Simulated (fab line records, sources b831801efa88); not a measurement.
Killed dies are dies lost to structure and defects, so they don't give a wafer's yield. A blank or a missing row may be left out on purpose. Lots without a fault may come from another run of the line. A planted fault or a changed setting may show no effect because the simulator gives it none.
Chamber matching | flow sky130 | SKY_PASSIVATION_CVD_02 on pecvd-04: 3 sister chambers
The step deposits Si3N4, target thk 540 nm. 3 wafers are shown with their chamber, then 10 later ones without.

WAFERS WITH THEIR CHAMBER
wafer  | chamber | heater_power_w (W)
L077.5 | 2       | 814
L087.3 | 1       | 528
L087.4 | 0       | 757

WAFERS WITHOUT THEIR CHAMBER
wafer  | heater_power_w (W)
L087.6 | 566
L093.1 | 802
L093.3 | 692
L093.4 | 603
L094.1 | 535
L094.5 | 833
L094.6 | 576
L096.2 | 589
L096.3 | 815
L096.5 | 683

WHICH CHAMBER EACH WENT THROUGH
wafer  | from the rows above          | in truth
L087.6 | 1                            | 1
L093.1 | can't be placed: 2 or 0      | 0
L093.3 | can't be placed: 0 or 2      | 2
L093.4 | can't be placed: 1 or 0      | 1
L094.1 | 1                            | 1
L094.5 | can't be placed: 2 or 0      | 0
L094.6 | 1                            | 1
L096.2 | 1                            | 1
L096.3 | can't be placed: 2 or 0      | 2
L096.5 | can't be placed: 0 or 2 or 1 | 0
Placed correctly: 4 of 10. Can't be placed from these rows: 6 (the true chamber is among the candidates in 6). Placed wrongly: 0.
How it was worked out, from the rows above alone: a wafer's distance from a chamber is the root of the sum, over the readings, of the square of ((its reading less the chamber's mean) divided by the reading's scatter). The wafer belongs to the nearest chamber; if the next one is less than 2 further off, it can't be placed. A chamber's mean is the mean of its shown wafers. The scatter: with one shown wafer a chamber, the root of the mean of the squares of how far each hidden wafer lies from its nearest shown one.
